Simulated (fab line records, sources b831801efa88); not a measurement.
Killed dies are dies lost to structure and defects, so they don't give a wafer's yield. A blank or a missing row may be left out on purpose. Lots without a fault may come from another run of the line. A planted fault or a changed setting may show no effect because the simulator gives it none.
A struck lot beside a sound one | flow sfq_line | 20 steps out of a route of 325
Sound: wafers L722.1, L722.2, L722.5. Struck: wafers L724.1, L724.2, L724.3. The cause comes at the end.
At each step with rows: each side's tool, then ch and its chambers, then its first start. Under that, the readings that differ: sound wafers | struck wafers | difference of the means | sigmas: that difference in standard deviations of wafers without a fault.
alike: readings whose means differ by less than 2 such deviations, and words and numbers that are the same on both sides. not compared: withheld readings, readings that some wafer has no value for, bounds like >300 that may hide the same value, and numbers for which the record gives no deviation and whose values overlap.
The two part at a step that has a row with sigmas, a row that says differs or no value, or rows on one side only. Numbers that don't overlap but have no deviation are shown without sigmas and don't part them. A reading that every wafer of one side lacks parts them only if that side has two wafers or more.

first, 2 steps without rows for these wafers: SFQ_TRILAYER_I6_VIA_LITHO_PEB_172 (peb time 60 s); SFQ_TRILAYER_I6_VIA_LITHO_DEVELOP_171 (time 60 s).
SFQ_I6_OVL_MEAS_942:
  sound on overlay-02, day 76 00:14; struck on overlay-01, day 76 08:38
  alike: I6_OVL
SFQ_TRILAYER_I6_VIA_BARC_OPEN_VIA_ETCH_235: etches BARC in O2, target depth 125 nm, time 41.7 s.
  sound on rie_diel-03 ch 0,1, day 76 00:17; struck on rie_diel-01 ch 0,1,2, day 76 08:41
  alike: chamber_pressure_mTorr, drypump_motor_current_A, oes_product_au
  not compared: rf_hours_counter_h
SFQ_TRILAYER_I6_VIA_ETCH_VIA_ETCH_172: etches SiO2 in CHF3, stops on Nb, target depth 260 nm.
  sound on rie_diel-03 ch 0,1, day 76 00:19; struck on rie_diel-01 ch 0,1,2, day 76 08:43
  alike: chamber_pressure_mTorr, drypump_motor_current_A, oes_product_au
SFQ_TRILAYER_I6_VIA_STRIP_STRIP_173: strips in O2.
  sound on rie_metal-02 ch 0,1, day 76 00:26; struck on rie_metal-02 ch 0,1, day 76 08:50
  alike: chamber_pressure_mTorr, drypump_motor_current_A, oes_product_au
  not compared: rf_hours_counter_h
then, 3 steps without rows for these wafers: SFQ_TRILAYER_I6_VIA_STRIP_SOLV_CLEAN_174 (cleans in NMP, time 600 s); SFQ_TRILAYER_M7_DEP_PRE_CLEAN_176 (time 22.5 s); SFQ_TRILAYER_M7_DEP_SPUTTER_175 (material Nb, target thk 200 nm, time 133.3 s).
SFQ_M7_RS_MEAS_943: measures by four-point-probe.
  sound on film_metro-04, day 76 01:19; struck on film_metro-01, day 76 09:43
  alike: M7_NB_RS
then, 1 step without rows for these wafers: SFQ_TRILAYER_M7_LITHO_COAT_182 (resist thk 62 nm).
SFQ_TRILAYER_M7_LITHO_COAT_177: resist thk 600 nm.
  sound on litho_track-01 ch 0, day 76 01:48; struck on litho_track-03 ch 0, day 76 10:12
  reading                                             | sound                | struck               | difference | sigmas
  spin_speed_rpm (rpm)                                | 2997.6 3000.4 2998.9 | 2783.6 2784.7 2779.5 | -216.4     | -99 or more
  model.KrF_of_TRILAYER_M7_LITHO_COAT_177.thk_nm (nm) | 598.9 600 598.6      | 621.8 620.3 624      | +22.9      |
then, 4 steps without rows for these wafers: SFQ_TRILAYER_M7_LITHO_SOFTBAKE_181; SFQ_TRILAYER_M7_LITHO_EXPOSE_178 (exposes mask M7, target cd 500 nm); SFQ_TRILAYER_M7_LITHO_PEB_180 (peb time 60 s); SFQ_TRILAYER_M7_LITHO_DEVELOP_179 (time 60 s).
-- the record jumps here: 4 days lie between the struck wafers' starts before and after --
SFQ_M7_OVL_MEAS_945:
  sound on overlay-02, day 80 09:50; struck on overlay-02, day 80 18:21
  reading     | sound    | struck | difference | sigmas
  M7_OVL (nm) | -3 -8 -9 | 2 9 6  | +12        | +2
SFQ_TRILAYER_M7_BARC_OPEN_METAL_ETCH_229: etches BARC in O2, target depth 125 nm, time 41.7 s.
  sound on rie_metal-02 ch 0,1, day 80 09:52; struck on rie_metal-03 ch 0,1, day 80 18:23
  alike: chamber_pressure_mTorr, drypump_motor_current_A, oes_product_au
  not compared: rf_hours_counter_h
SFQ_TRILAYER_M7_ETCH_METAL_ETCH_180: etches Nb in Cl2/Ar, stops on SiO2, target depth 240 nm, time 120 s.
  sound on rie_metal-02 ch 0,1, day 80 09:55; struck on rie_metal-03 ch 0,1, day 80 18:27
  reading                                             | sound             | struck            | difference | sigmas
  model.KrF_of_TRILAYER_M7_LITHO_COAT_177.thk_nm (nm) | 387.3 381.8 382.9 | 403.8 404.1 405.7 | +20.5      |
  alike: chamber_pressure_mTorr, drypump_motor_current_A, oes_product_au
  not compared: rf_hours_counter_h
SFQ_TRILAYER_M7_STRIP_STRIP_181: strips in O2.
  sound on rie_metal-02 ch 0,1, day 80 10:03; struck on rie_metal-03 ch 0,1, day 80 18:34
  alike: chamber_pressure_mTorr, drypump_motor_current_A, oes_product_au
  not compared: rf_hours_counter_h

WHERE THEY PART
First at SFQ_TRILAYER_M7_LITHO_COAT_177; last, within this record, at SFQ_M7_OVL_MEAS_945. Later steps at which nothing parts them and some readings are alike: SFQ_TRILAYER_M7_BARC_OPEN_METAL_ETCH_229, SFQ_TRILAYER_M7_ETCH_METAL_ETCH_180, SFQ_TRILAYER_M7_STRIP_STRIP_181.

WHY: what the simulator had put in
Process parameter drift: litho_track-03, from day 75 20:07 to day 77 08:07, at SFQ_TRILAYER_M7_LITHO_COAT_177. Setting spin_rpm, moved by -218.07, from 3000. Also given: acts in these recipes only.
